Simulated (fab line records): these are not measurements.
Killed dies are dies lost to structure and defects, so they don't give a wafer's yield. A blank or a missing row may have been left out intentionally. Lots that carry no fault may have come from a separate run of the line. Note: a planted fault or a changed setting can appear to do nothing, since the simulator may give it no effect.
What tool caused it? :: flow gf180mcu :: Sampling: 14 lots, 42 wafers, 5 of 602 route steps

== WHAT THE GAUGES READ, wafer by wafer ==
GF_M1_OVL_MEAS_15.
lot: L452
measured: day 17 03:40
on: overlay-01
M1_OVL (nm): 6 11 11

lot: L454
measured: day 18 02:19
on: overlay-01
M1_OVL (nm): 0 -4 2

lot: L455
measured: day 18 09:48
on: overlay-02
M1_OVL (nm): -1 -1 3

lot: L458
measured: day 19 09:15
on: overlay-01
M1_OVL (nm): 0 -5 -5

lot: L459
measured: day 19 19:05
on: overlay-02
M1_OVL (nm): 7 -1 -1

lot: L461
measured: day 20 14:59
on: overlay-01
M1_OVL (nm): 6 -2 10

lot: L462
measured: day 20 22:55
on: overlay-01
M1_OVL (nm): 1 9 8

lot: L463
measured: day 21 07:37
on: overlay-01
M1_OVL (nm): -1 -3 4

lot: L464
measured: day 21 13:05
on: overlay-01
M1_OVL (nm): 4 -1 -5

lot: L465
measured: day 21 21:24
on: overlay-01
M1_OVL (nm): -1 -7 -4

lot: L470
measured: day 23 14:12
on: overlay-02
M1_OVL (nm): 3 -2 -1

lot: L471
measured: day 23 19:23
on: overlay-02
M1_OVL (nm): 0 7 6

lot: L473
measured: day 24 15:04
on: overlay-01
M1_OVL (nm): 4 5 5

lot: L475
measured: day 25 08:54
on: overlay-01
M1_OVL (nm): 1 5 6

GF_V1_RS_MEAS_24: measurement is done with a four-point probe.
lot: L452
measured: day 18 04:57
on: filmMetro-01
V1_W_RS (ohm/sq): 0.333 0.331 0.333

lot: L454
measured: day 19 04:24
on: filmMetro-04
V1_W_RS (ohm/sq): 0.331 0.326 0.329

lot: L455
measured: day 19 12:39
on: filmMetro-03
V1_W_RS (ohm/sq): 0.325 0.327 0.325

lot: L458
measured: day 20 12:16
on: filmMetro-03
V1_W_RS (ohm/sq): 0.332 0.334 0.332

lot: L459
measured: day 20 22:00
on: filmMetro-04
V1_W_RS (ohm/sq): 0.329 0.331 0.333

lot: L461
measured: day 21 17:25
on: filmMetro-04
V1_W_RS (ohm/sq): 0.327 0.325 0.327

lot: L462
measured: day 22 01:17
on: filmMetro-01
V1_W_RS (ohm/sq): 0.334 0.331 0.328

lot: L463
measured: day 22 10:02
on: filmMetro-03
V1_W_RS (ohm/sq): 0.331 0.332 0.330

lot: L464
measured: day 22 16:05
on: filmMetro-01
V1_W_RS (ohm/sq): 44.620 44.694 43.960

lot: L465
measured: day 22 23:33
on: filmMetro-03
V1_W_RS (ohm/sq): 44.450 44.463 44.009

lot: L470
measured: day 24 15:47
on: filmMetro-01
V1_W_RS (ohm/sq): 0.325 0.322 0.325

lot: L471
measured: day 24 20:28
on: filmMetro-03
V1_W_RS (ohm/sq): 0.326 0.329 0.329

lot: L473
measured: day 25 15:02
on: filmMetro-04
V1_W_RS (ohm/sq): 0.324 0.324 0.325

lot: L475
measured: day 26 08:26
on: filmMetro-03
V1_W_RS (ohm/sq): 0.326 0.327 0.327

GF_V1_THK_MEAS_25: measures by xrf.
lot: L452
measured: day 18 05:04
on: filmMetro-01
V1_W_THK (nm): 359 362 361

lot: L454
measured: day 19 04:29
on: filmMetro-04
V1_W_THK (nm): 356 360 357

lot: L455
measured: day 19 12:46
on: filmMetro-03
V1_W_THK (nm): 361 362 361

lot: L458
measured: day 20 12:23
on: filmMetro-03
V1_W_THK (nm): 357 356 358

lot: L459
measured: day 20 22:07
on: filmMetro-04
V1_W_THK (nm): 356 352 350

lot: L461
measured: day 21 17:32
on: filmMetro-04
V1_W_THK (nm): 361 364 361

lot: L462
measured: day 22 01:24
on: filmMetro-01
V1_W_THK (nm): 361 369 370

lot: L463
measured: day 22 10:10
on: filmMetro-03
V1_W_THK (nm): 353 350 355

lot: L464
measured: day 22 16:13
on: filmMetro-01
V1_W_THK (nm): - <0 <0

lot: L465
measured: day 22 23:40
on: filmMetro-03
V1_W_THK (nm): <0 <0 <0

lot: L470
measured: day 24 15:55
on: filmMetro-01
V1_W_THK (nm): 371 373 372

lot: L471
measured: day 24 20:35
on: filmMetro-03
V1_W_THK (nm): 361 359 358

lot: L473
measured: day 25 15:09
on: filmMetro-04
V1_W_THK (nm): 361 362 361

lot: L475
measured: day 26 08:34
on: filmMetro-03
V1_W_THK (nm): 360 356 357

== TOOL THAT RAN EACH LOT (tool first, then ch and the chambers of the sampled wafers, then the start) ==
lot: L452
GF_CONTACT_CVD_24: cvdW-01 ch 0,1, day 16 05:11
GF_V1_CVD_23: cvdW-01 ch 0,1, day 18 04:49

lot: L454
GF_CONTACT_CVD_24: cvdW-01 ch 0,1, day 17 02:23
GF_V1_CVD_23: cvdW-02 ch 0,1, day 19 04:16

lot: L455
GF_CONTACT_CVD_24: cvdW-01 ch 0,1, day 17 09:35
GF_V1_CVD_23: cvdW-02 ch 0,1, day 19 12:32

lot: L458
GF_CONTACT_CVD_24: cvdW-01 ch 0,1, day 18 08:11
GF_V1_CVD_23: cvdW-01 ch 0,1, day 20 12:08

lot: L459
GF_CONTACT_CVD_24: cvdW-02 ch 0,1, day 18 17:23
GF_V1_CVD_23: cvdW-01 ch 0, day 20 21:47

lot: L461
GF_CONTACT_CVD_24: cvdW-01 ch 1, day 19 13:40
GF_V1_CVD_23: cvdW-02 ch 1, day 21 17:19

lot: L462
GF_CONTACT_CVD_24: cvdW-01 ch 0,1, day 19 21:08
GF_V1_CVD_23: cvdW-01 ch 0,1, day 22 01:10

lot: L463
GF_CONTACT_CVD_24: cvdW-02 ch 0,1, day 20 05:59
GF_V1_CVD_23: cvdW-02 ch 0,1, day 22 09:56

lot: L464
GF_CONTACT_CVD_24: cvdW-01 ch 0,1, day 20 12:35
GF_V1_CVD_23: cvdW-01 ch 0, day 22 15:59

lot: L465
GF_CONTACT_CVD_24: cvdW-02 ch 0,1, day 20 20:44
GF_V1_CVD_23: cvdW-02 ch 0,1, day 22 23:26

lot: L470
GF_CONTACT_CVD_24: cvdW-01 ch 0,1, day 22 13:56
GF_V1_CVD_23: cvdW-02 ch 0,1, day 24 15:41

lot: L471
GF_CONTACT_CVD_24: cvdW-02 ch 0,1, day 22 19:16
GF_V1_CVD_23: cvdW-02 ch 0,1, day 24 20:20

lot: L473
GF_CONTACT_CVD_24: cvdW-02 ch 0,1, day 23 15:09
GF_V1_CVD_23: cvdW-02 ch 0,1, day 25 14:55

lot: L475
GF_CONTACT_CVD_24: cvdW-02 ch 0,1, day 24 09:53
GF_V1_CVD_23: cvdW-02 ch 0,1, day 26 08:20
- GF_CONTACT_CVD_24: deposits W, target thk 300 nm, time 90.339 s.
- GF_V1_CVD_23: deposits W, target thk 350 nm, time 105.05 s.

== AS READ BY THE TOOLS THEMSELVES (means over the sampled wafers that have a number; for cases with no such wafer, the mark the record gives instead) ==
GF_CONTACT_CVD_24.
lot: L452
tool: cvdW-01
chamberPressureTorr (Torr): 40.07
heaterPowerOuterW (W): 523
heaterPowerW (W): 819

lot: L454
tool: cvdW-01
chamberPressureTorr (Torr): 40.00
heaterPowerOuterW (W): 521
heaterPowerW (W): 826

lot: L455
tool: cvdW-01
chamberPressureTorr (Torr): 39.94
heaterPowerOuterW (W): 525
heaterPowerW (W): 823

lot: L458
tool: cvdW-01
chamberPressureTorr (Torr): 40.01
heaterPowerOuterW (W): 528
heaterPowerW (W): 827

lot: L459
tool: cvdW-02
chamberPressureTorr (Torr): 39.97
heaterPowerOuterW (W): 495
heaterPowerW (W): 867

lot: L461
tool: cvdW-01
chamberPressureTorr (Torr): 40.01
heaterPowerOuterW (W): 533
heaterPowerW (W): 834

lot: L462
tool: cvdW-01
chamberPressureTorr (Torr): 40.01
heaterPowerOuterW (W): 527
heaterPowerW (W): 826

lot: L463
tool: cvdW-02
chamberPressureTorr (Torr): 39.93
heaterPowerOuterW (W): 501
heaterPowerW (W): 883

lot: L464
tool: cvdW-01
chamberPressureTorr (Torr): 39.99
heaterPowerOuterW (W): 522
heaterPowerW (W): 829

lot: L465
tool: cvdW-02
chamberPressureTorr (Torr): 40.00
heaterPowerOuterW (W): 504
heaterPowerW (W): 876

lot: L470
tool: cvdW-01
chamberPressureTorr (Torr): 40.01
heaterPowerOuterW (W): 537
heaterPowerW (W): 835

lot: L471
tool: cvdW-02
chamberPressureTorr (Torr): 39.94
heaterPowerOuterW (W): 497
heaterPowerW (W): 855

lot: L473
tool: cvdW-02
chamberPressureTorr (Torr): 39.97
heaterPowerOuterW (W): 516
heaterPowerW (W): 887

lot: L475
tool: cvdW-02
chamberPressureTorr (Torr): 40.02
heaterPowerOuterW (W): 520
heaterPowerW (W): 886

GF_V1_CVD_23.
lot: L452
tool: cvdW-01
chamberPressureTorr (Torr): 40.01
heaterPowerOuterW (W): 516
heaterPowerW (W): 801

lot: L454
tool: cvdW-02
chamberPressureTorr (Torr): 40.10
heaterPowerOuterW (W): 499
heaterPowerW (W): 862

lot: L455
tool: cvdW-02
chamberPressureTorr (Torr): 40.00
heaterPowerOuterW (W): 498
heaterPowerW (W): 869

lot: L458
tool: cvdW-01
chamberPressureTorr (Torr): 40.03
heaterPowerOuterW (W): 512
heaterPowerW (W): 810

lot: L459
tool: cvdW-01
chamberPressureTorr (Torr): 39.84
heaterPowerOuterW (W): 501
heaterPowerW (W): 804

lot: L461
tool: cvdW-02
chamberPressureTorr (Torr): 39.97
heaterPowerOuterW (W): 477
heaterPowerW (W): 824

lot: L462
tool: cvdW-01
chamberPressureTorr (Torr): 40.02
heaterPowerOuterW (W): 522
heaterPowerW (W): 833

lot: L463
tool: cvdW-02
chamberPressureTorr (Torr): 40.09
heaterPowerOuterW (W): 488
heaterPowerW (W): 848

lot: L464
tool: cvdW-01
chamberPressureTorr (Torr): -
heaterPowerOuterW (W): -
heaterPowerW (W): -

lot: L465
tool: cvdW-02
chamberPressureTorr (Torr): -
heaterPowerOuterW (W): -
heaterPowerW (W): -

lot: L470
tool: cvdW-02
chamberPressureTorr (Torr): 40.10
heaterPowerOuterW (W): 500
heaterPowerW (W): 866

lot: L471
tool: cvdW-02
chamberPressureTorr (Torr): 39.89
heaterPowerOuterW (W): 498
heaterPowerW (W): 877

lot: L473
tool: cvdW-02
chamberPressureTorr (Torr): 39.95
heaterPowerOuterW (W): 500
heaterPowerW (W): 869

lot: L475
tool: cvdW-02
chamberPressureTorr (Torr): 40.01
heaterPowerOuterW (W): 503
heaterPowerW (W): 877

== THE ANSWER, worked out from the rows above alone ==
Rule: the usual values come from the lots themselves. The widest of any qualifying gaps counts: lots, ordered by their means at a reading, are off when they make up no more than a third of the lots, leave a main group of 4 or more, and stand apart from it by 3 or more times the standard deviation of that group's means. If all means in a main group match to the digits the tables above print for the reading, that group is not used. A lot without any number at a reading at which 4 lots or more have one is off too. All remaining lots with rows at the step are treated as sound. The gauges are gone through in route order, then the tools' own readings, and for those a lot's mean is taken as printed above. The first step at which some lot is off is used, and at that step the reading that is off furthest; a lot without a number counts as furthest.
Off: L464, L465, seen at GF_V1_RS_MEAS_24 (V1_W_RS). Mean 0.328 ohm/sq and standard deviation 0.003 in the main group.
A tool fits if, at a process step before that reading, it ran every lot that is off, and no sound lot after the first of them. Not tried: the gauges at GF_V1_RS_MEAS_24; whatever is off there is also off at GF_V1_CVD_23, on other tools, and gauge error can't account for it. Not one of the candidates tried fits.

== WHAT HAD BEEN PUT IN BY THE SIMULATOR ==
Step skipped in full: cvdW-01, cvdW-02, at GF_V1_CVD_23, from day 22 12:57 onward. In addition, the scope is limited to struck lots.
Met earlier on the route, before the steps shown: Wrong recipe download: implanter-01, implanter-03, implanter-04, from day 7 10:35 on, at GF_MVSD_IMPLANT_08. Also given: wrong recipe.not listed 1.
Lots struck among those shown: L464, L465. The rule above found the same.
